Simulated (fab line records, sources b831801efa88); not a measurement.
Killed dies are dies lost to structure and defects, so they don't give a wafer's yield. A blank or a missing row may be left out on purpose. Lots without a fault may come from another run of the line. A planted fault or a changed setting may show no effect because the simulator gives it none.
Which tool did it? | flow sky130 | 14 lots, 42 wafers sampled, at 6 steps of a route of 708

WHAT THE GAUGES READ, wafer by wafer
SKY_SD_N_TW_MEAS_12. Usual: SD_N_TW 3961, standard deviation 30.
lot  | measured     | on            | SD_N_TW        | flag
L284 | day 28 12:07 | film_metro-01 | 3978 3963 3972 |
L285 | day 29 12:58 | film_metro-02 | 3947 3947 3942 |
L286 | day 29 15:15 | film_metro-04 | 3927 3933 3940 |
L287 | day 29 16:41 | film_metro-04 | 3953 3940 3957 |
L288 | day 29 23:38 | film_metro-02 | 30 30 30       | OFF
L289 | day 30 08:14 | film_metro-04 | 30 30 30       | OFF
L290 | day 30 13:44 | film_metro-02 | 3948 3952 3959 |
L294 | day 32 08:29 | film_metro-01 | 3957 3934 3962 |
L298 | day 33 11:52 | film_metro-04 | 3989 4009 4011 |
L299 | day 33 16:44 | film_metro-04 | 3981 3982 3976 |
L301 | day 34 11:21 | film_metro-02 | 4001 3998 3998 |
L302 | day 34 17:47 | film_metro-02 | 4016 4019 4027 |
L303 | day 34 22:20 | film_metro-02 | 3998 4008 4009 |
L305 | day 35 11:01 | film_metro-04 | 3938 3960 3932 |

SKY_SD_N_RS_MEAS_17: measures by four-point-probe. Usual: SD_P_RS 147.1 ohm/sq, standard deviation 0.43.
lot  | measured     | on            | SD_P_RS (ohm/sq)  | flag
L284 | day 28 12:32 | film_metro-02 | 147.4 147.6 147.6 |
L285 | day 29 13:23 | film_metro-01 | 146.8 146.6 147.1 |
L286 | day 29 15:40 | film_metro-02 | 147.3 146.7 146.8 |
L287 | day 29 17:06 | film_metro-02 | 147.4 147.6 147.2 |
L288 | day 30 00:04 | film_metro-01 | 146.6 146.5 147.0 |
L289 | day 30 08:38 | film_metro-02 | 147.7 147.9 148.3 |
L290 | day 30 14:12 | film_metro-01 | 146.8 146.8 147.0 |
L294 | day 32 08:53 | film_metro-04 | 147.2 147.1 147.0 |
L298 | day 33 12:17 | film_metro-01 | 146.7 147.0 146.9 |
L299 | day 33 17:08 | film_metro-04 | 146.7 146.6 146.0 |
L301 | day 34 11:45 | film_metro-02 | 147.0 147.4 147.3 |
L302 | day 34 18:11 | film_metro-01 | 146.3 146.4 146.0 |
L303 | day 34 22:46 | film_metro-04 | 146.7 147.1 147.2 |
L305 | day 35 11:26 | film_metro-04 | 147.0 146.9 147.3 |

WHICH TOOL RAN EACH LOT (tool, then ch and the chambers of the sampled wafers, then the start)
lot  | SKY_POLY_GATE_ETCH_16              | SKY_POLY_CUT_ETCH_10               | SKY_RES_XHIGH_STRIP_08               | SKY_SD_N_STRIP_11
L284 | rie_diel-01 ch 0,3, day 17 01:37   | rie_diel-02 ch 0,2, day 24 20:43   | plasma_asher-01 ch 0,1, day 27 07:02 | plasma_asher-04 ch 1, day 28 12:01
L285 | rie_diel-01 ch 0,1,2, day 17 23:30 | rie_diel-01 ch 0,1,3, day 25 21:32 | plasma_asher-01 ch 0,1, day 28 07:49 | plasma_asher-01 ch 0,1, day 29 12:52
L286 | rie_diel-04 ch 0,2, day 17 23:40   | rie_diel-02 ch 2,3, day 26 00:29   | plasma_asher-04 ch 0,1, day 28 10:10 | plasma_asher-01 ch 1, day 29 15:08
L287 | rie_diel-01 ch 0,3, day 18 06:58   | rie_diel-01 ch 0,3, day 26 02:52   | plasma_asher-01 ch 0,1, day 28 12:19 | plasma_asher-01 ch 0,1, day 29 16:35
L288 | rie_diel-01 ch 1,2,3, day 18 14:13 | rie_diel-02 ch 1,2,3, day 26 09:55 | plasma_asher-03 ch 0,1, day 28 19:34 | plasma_asher-01 ch 0,1, day 29 23:34
L289 | rie_diel-04 ch 0,1,3, day 19 00:58 | rie_diel-04 ch 1,2,3, day 26 18:47 | plasma_asher-01 ch 0,1, day 29 04:23 | plasma_asher-04 ch 0,1, day 30 08:08
L290 | rie_diel-01 ch 0,3, day 19 05:43   | rie_diel-04 ch 1,2,3, day 27 00:40 | plasma_asher-03 ch 0,1, day 29 09:58 | plasma_asher-01 ch 0,1, day 30 13:38
L294 | rie_diel-03 ch 1,2, day 21 02:04   | rie_diel-01 ch 1,2,3, day 28 21:43 | plasma_asher-01 ch 0,1, day 31 04:50 | plasma_asher-04 ch 0, day 32 08:23
L298 | rie_diel-04 ch 0,2,3, day 22 15:18 | rie_diel-01 ch 0,1,2, day 30 03:01 | plasma_asher-01 ch 0,1, day 32 09:37 | plasma_asher-04 ch 0,1, day 33 11:46
L299 | rie_diel-03 ch 1,2,3, day 22 22:39 | rie_diel-01 ch 0,1,3, day 30 06:58 | plasma_asher-03 ch 0,1, day 32 13:49 | plasma_asher-04 ch 0,1, day 33 16:38
L301 | rie_diel-03 ch 0,1,3, day 23 13:52 | rie_diel-02 ch 0,2, day 31 00:59   | plasma_asher-04 ch 0,1, day 33 07:41 | plasma_asher-01 ch 0,1, day 34 11:15
L302 | rie_diel-04 ch 0,2, day 24 00:58   | rie_diel-04 ch 0,1,3, day 31 07:55 | plasma_asher-04 ch 0,1, day 33 14:29 | plasma_asher-01 ch 0,1, day 34 17:41
L303 | rie_diel-04 ch 0,1, day 24 05:27   | rie_diel-01 ch 1,3, day 31 13:25   | plasma_asher-01 ch 0,1, day 33 19:29 | plasma_asher-02 ch 0,1, day 34 22:16
L305 | rie_diel-03 ch 2,3, day 24 17:22   | rie_diel-01 ch 0,1,2, day 32 02:20 | plasma_asher-03 ch 0,1, day 34 08:13 | plasma_asher-04 ch 0,1, day 35 10:55
- SKY_POLY_GATE_ETCH_16: etches Si3N4 in CH3F/O2, stops on poly-Si, time 147.5 s, target depth 75 nm.
- SKY_POLY_CUT_ETCH_10: etches BARC in N2/H2, stops on SiO2, time 45.9 s, target depth 60 nm.
- SKY_RES_XHIGH_STRIP_08: strips in O2/N2.
- SKY_SD_N_STRIP_11: strips in O2/N2.

WHAT THE TOOLS THEMSELVES READ (means of the sampled wafers that have a number; where no wafer has one, the mark that the record gives instead)
SKY_POLY_GATE_ETCH_16. Usual: drypump_motor_current_A 5.7 A, standard deviation 0.32; oes_product_au 0.639 a.u., standard deviation 0.0055; throttle_valve_pct 10.536 %, standard deviation 0.0085.
lot  | tool        | drypump_motor_current_A (A) | oes_product_au (a.u.) | throttle_valve_pct (%) | flag
L284 | rie_diel-01 | 5.4                         | 0.632                 | 10.541                 |
L285 | rie_diel-01 | 5.8                         | 0.634                 | 10.543                 |
L286 | rie_diel-04 | 5.8                         | 0.636                 | 10.535                 |
L287 | rie_diel-01 | 5.4                         | 0.644                 | 10.533                 |
L288 | rie_diel-01 | 5.7                         | 0.638                 | 10.543                 |
L289 | rie_diel-04 | 5.5                         | 0.633                 | 10.534                 |
L290 | rie_diel-01 | 5.4                         | 0.633                 | 10.537                 |
L294 | rie_diel-03 | 5.7                         | 0.640                 | 10.547                 |
L298 | rie_diel-04 | 5.9                         | 0.639                 | 10.535                 |
L299 | rie_diel-03 | 5.8                         | 0.639                 | 10.527                 |
L301 | rie_diel-03 | 5.6                         | 0.647                 | 10.534                 |
L302 | rie_diel-04 | 5.8                         | 0.642                 | 10.543                 |
L303 | rie_diel-04 | 5.3                         | 0.640                 | 10.533                 |
L305 | rie_diel-03 | 5.9                         | 0.636                 | 10.538                 |

SKY_POLY_CUT_ETCH_10. Usual: drypump_motor_current_A 5.6 A, standard deviation 0.32; n2_flow_sccm 100.0 sccm, standard deviation 0.31; oes_product_au 0.855 a.u., standard deviation 0.0049; throttle_valve_pct 13.225 %, standard deviation 0.0094.
lot  | tool        | drypump_motor_current_A (A) | n2_flow_sccm (sccm) | oes_product_au (a.u.) | throttle_valve_pct (%) | flag
L284 | rie_diel-02 | 5.4                         | 99.8                | 0.854                 | 13.221                 |
L285 | rie_diel-01 | 5.6                         | 100.0               | 0.853                 | 13.231                 |
L286 | rie_diel-02 | 5.5                         | 99.3                | 0.850                 | 13.230                 |
L287 | rie_diel-01 | 5.4                         | 99.9                | 0.858                 | 13.226                 |
L288 | rie_diel-02 | 5.7                         | 99.8                | 0.850                 | 13.230                 |
L289 | rie_diel-04 | 5.8                         | 100.2               | 0.856                 | 13.228                 |
L290 | rie_diel-04 | 5.8                         | 99.9                | 0.855                 | 13.232                 |
L294 | rie_diel-01 | 5.7                         | 100.0               | 0.856                 | 13.225                 |
L298 | rie_diel-01 | 5.7                         | 100.0               | 0.855                 | 13.223                 |
L299 | rie_diel-01 | 5.6                         | 100.2               | 0.857                 | 13.217                 |
L301 | rie_diel-02 | 5.4                         | 100.3               | 0.854                 | 13.228                 |
L302 | rie_diel-04 | 5.6                         | 99.8                | 0.853                 | 13.222                 |
L303 | rie_diel-01 | 5.7                         | 100.2               | 0.853                 | 13.229                 |
L305 | rie_diel-01 | 5.8                         | 100.1               | 0.854                 | 13.226                 |

SKY_RES_XHIGH_STRIP_08. Usual: chamber_pressure_mTorr 1499.9 mTorr, standard deviation 1.3; drypump_motor_current_A 5.4 A, standard deviation 0.35; n2_flow_sccm 300.0 sccm, standard deviation 0.76; oes_product_au 0.711 a.u., standard deviation 0.0045; strip_time_to_endpoint_s 14.28 s, standard deviation 0.036.
lot  | tool            | chamber_pressure_mTorr (mTorr) | drypump_motor_current_A (A) | n2_flow_sccm (sccm) | oes_product_au (a.u.) | strip_time_to_endpoint_s (s) | flag
L284 | plasma_asher-01 | 1499.9                         | 5.6                         | 300.5               | 0.709                 | 14.22                        |
L285 | plasma_asher-01 | 1501.3                         | 5.7                         | 300.1               | 0.715                 | 14.31                        |
L286 | plasma_asher-04 | 1500.8                         | 5.7                         | 300.1               | 0.714                 | 14.30                        |
L287 | plasma_asher-01 | 1499.3                         | 5.7                         | 299.7               | 0.714                 | 14.34                        |
L288 | plasma_asher-03 | -                              | -                           | -                   | -                     | -                            | OFF
L289 | plasma_asher-01 | -                              | -                           | -                   | -                     | -                            | OFF
L290 | plasma_asher-03 | 1500.4                         | 5.1                         | 300.6               | 0.712                 | 14.30                        |
L294 | plasma_asher-01 | 1500.6                         | 5.6                         | 300.1               | 0.706                 | 14.30                        |
L298 | plasma_asher-01 | 1500.4                         | 5.7                         | 300.4               | 0.711                 | 14.24                        |
L299 | plasma_asher-03 | 1498.7                         | 5.1                         | 299.3               | 0.709                 | 14.23                        |
L301 | plasma_asher-04 | 1499.3                         | 5.7                         | 300.8               | 0.715                 | 14.27                        |
L302 | plasma_asher-04 | 1498.7                         | 5.7                         | 300.4               | 0.713                 | 14.32                        |
L303 | plasma_asher-01 | 1500.1                         | 5.7                         | 299.6               | 0.709                 | 14.24                        |
L305 | plasma_asher-03 | 1499.0                         | 5.1                         | 299.8               | 0.707                 | 14.25                        |

SKY_SD_N_STRIP_11. Usual: chamber_pressure_mTorr 1499.8 mTorr, standard deviation 1.2; drypump_motor_current_A 5.69 A, standard deviation 0.28; n2_flow_sccm 300.0 sccm, standard deviation 0.94; oes_product_au 0.527 a.u., standard deviation 0.0043; strip_time_to_endpoint_s 22.54 s, standard deviation 0.052.
lot  | tool            | chamber_pressure_mTorr (mTorr) | drypump_motor_current_A (A) | n2_flow_sccm (sccm) | oes_product_au (a.u.) | strip_time_to_endpoint_s (s) | flag
L284 | plasma_asher-04 | 1499.7                         | 5.52                        | 300.5               | 0.527                 | 22.52                        |
L285 | plasma_asher-01 | 1499.2                         | 5.59                        | 300.1               | 0.526                 | 22.59                        |
L286 | plasma_asher-01 | 1498.8                         | 5.83                        | 299.4               | 0.527                 | 22.64                        |
L287 | plasma_asher-01 | 1498.7                         | 5.72                        | 299.8               | 0.526                 | 22.55                        |
L288 | plasma_asher-01 | 1498.8                         | 5.72                        | 299.7               | 0.612                 | 39.39                        | OFF
L289 | plasma_asher-04 | 1500.0                         | 5.83                        | 299.5               | 0.615                 | 39.48                        | OFF
L290 | plasma_asher-01 | 1499.5                         | 5.70                        | 300.8               | 0.521                 | 22.58                        |
L294 | plasma_asher-04 | 1500.5                         | 5.98                        | 301.5               | 0.525                 | 22.53                        |
L298 | plasma_asher-04 | 1499.8                         | 5.66                        | 300.0               | 0.527                 | 22.48                        |
L299 | plasma_asher-04 | 1499.4                         | 5.82                        | 300.3               | 0.527                 | 22.51                        |
L301 | plasma_asher-01 | 1500.7                         | 5.57                        | 300.1               | 0.529                 | 22.58                        |
L302 | plasma_asher-01 | 1499.8                         | 5.57                        | 299.5               | 0.530                 | 22.51                        |
L303 | plasma_asher-02 | 1500.0                         | 5.54                        | 299.5               | 0.534                 | 22.57                        |
L305 | plasma_asher-04 | 1499.3                         | 5.83                        | 301.1               | 0.526                 | 22.63                        |

THE ANSWER, worked out from the rows above alone
Rule: a lot is off if the mean of its wafers that have a number lies more than 3 standard deviations from the usual mean. A lot without any number at a reading at which 4 lots or more have one is off too. The other lots that the step has rows for count as sound. The gauges are gone through in route order, then the tools' own readings, and for those a lot's mean is taken as printed above. The first step at which some lot is off is used, and at that step the reading that is off furthest; a lot without a number counts as furthest.
Off: L288, L289, at SKY_SD_N_TW_MEAS_12 (SD_N_TW).
A tool fits if, at a process step before that reading, it ran every lot that is off, and no sound lot after the first of them. The gauges at SKY_SD_N_TW_MEAS_12 aren't tried: what is off there is off at SKY_RES_XHIGH_STRIP_08 too, on other tools, and a gauge's error can't cause that. None of those tried fits.

WHAT THE SIMULATOR HAD PUT IN
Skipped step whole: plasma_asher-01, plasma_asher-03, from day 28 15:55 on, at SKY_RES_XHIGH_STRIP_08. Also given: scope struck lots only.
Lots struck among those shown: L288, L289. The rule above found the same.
